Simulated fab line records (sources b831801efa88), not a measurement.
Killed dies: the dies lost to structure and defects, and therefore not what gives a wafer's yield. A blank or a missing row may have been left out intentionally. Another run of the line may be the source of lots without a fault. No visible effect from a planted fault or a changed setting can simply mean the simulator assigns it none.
Matching of chambers    flow gf180mcu    4 sister chambers for GF_SAB_ETCH_11 on rie diel-02
The step etches SiO2 in C4F8/O2/Ar, target depth 55 nm, time 8.5 s. 14 wafers are shown with their chamber, then 7 later ones without.

WAFERS, EACH WITH ITS CHAMBER
wafer   chamber  rf fwd power W (W)  oes product au (a.u.)
L979.1  2        1469                0.991
L979.2  0        1465                0.996
L979.6  3        1466                1.012
L980.1  1        1477                1.003
L980.5  3        1464                1.014
L980.6  0        1455                1.006
L981.1  0        1465                1.001
L981.4  0        1465                0.998
L981.5  3        1454                1.018
L984.2  3        1464                1.002
L984.4  1        1481                0.998
L984.6  0        1469                0.990
L986.3  2        1475                0.994
L986.4  3        1460                1.012

SIGNATURES (means of the wafers above)
reading         chamber 0  chamber 1  chamber 2  chamber 3  scatter within a chamber
rf fwd power W  1463.80    1479.00    1472.00    1461.60    4.75
oes product au  0.99820    1.00050    0.99250    1.01160    0.00545
Rule: a wafer's distance from a chamber is the root of the sum, over the readings, of the square of ((its reading less the chamber's mean) divided by the reading's scatter). The wafer belongs to the nearest chamber; if the next one is less than 2 further off, it can't be placed. How the scatter is found: for the shown wafers, subtract from each reading the mean of its chamber, square and add these, divide the total by (wafers less chambers), then take the root.

WAFERS WHOSE CHAMBER IS MISSING
wafer   rf fwd power W (W)  oes product au (a.u.)
L986.5  1468                0.993
L987.3  1475                1.005
L987.4  1459                1.014
L987.5  1473                0.999
L988.2  1474                0.991
L988.6  1457                1.012
L990.2  1486                0.996

EACH ONE'S CHAMBER
wafer   from the rows above                in truth
L986.5  can't be placed: 2 or 0 or 1       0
L987.3  can't be placed: 1 or 2 or 0 or 3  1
L987.4  3                                  3
L987.5  can't be placed: 2 or 1 or 0       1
L988.2  can't be placed: 2 or 1            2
L988.6  can't be placed: 3 or 0            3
L990.2  can't be placed: 1 or 2            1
1 of 7 placed correctly. Unplaceable from these rows: 6, with the true chamber sitting among the candidates in 6. Placed wrongly: 0.
